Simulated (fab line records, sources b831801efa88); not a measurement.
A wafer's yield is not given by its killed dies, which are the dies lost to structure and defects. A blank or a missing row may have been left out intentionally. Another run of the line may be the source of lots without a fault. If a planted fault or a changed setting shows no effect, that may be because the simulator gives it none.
Chamber matching | flow sky130 | SKY_VIA3_ETCH_15 on rie-diel-04 has 4 sister chambers
The step etches SiO2 in C4F8/O2/Ar, stops on TiN, target depth 507 nm, time 78 s. 4 wafers are shown with their chamber, then 7 later ones without.

== EACH WAFER AND ITS CHAMBER ==
wafer  | chamber | oes-product-au (a.u.)
L184.2 | 0       | 0.948
L190.1 | 3       | 0.941
L195.3 | 1       | 0.936
L195.4 | 2       | 0.951

== WAFERS WHOSE CHAMBER IS MISSING ==
wafer  | oes-product-au (a.u.)
L195.6 | 0.946
L198.3 | 0.942
L198.4 | 0.945
L198.5 | 0.951
L200.1 | 0.948
L200.2 | 0.940
L200.3 | 0.939

== EACH ONE'S CHAMBER ==
wafer  | from the rows above          | in truth
L195.6 | can't be placed: 0 or 2 or 3 | 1
L198.3 | 3                            | 3
L198.4 | can't be placed: 0 or 3 or 2 | 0
L198.5 | can't be placed: 2 or 0      | 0
L200.1 | can't be placed: 0 or 2      | 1
L200.2 | can't be placed: 3 or 1      | 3
L200.3 | can't be placed: 3 or 1      | 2
1 of 7 placed correctly. Unplaceable from these rows: 6, with the true chamber sitting among the candidates in 3. Number placed wrongly: 0.
How it was worked out, from the rows above alone: a wafer's distance from a chamber is the root of the sum, over the readings, of the square of ((its reading less the chamber's mean) divided by the reading's scatter). The wafer belongs to the nearest chamber; if the next one is less than 2 further off, it can't be placed. Each chamber's mean is taken over the wafers shown for it. The scatter (one wafer shown for each chamber): square how far every hidden wafer sits from the nearest shown wafer, average those squares and take the square root.
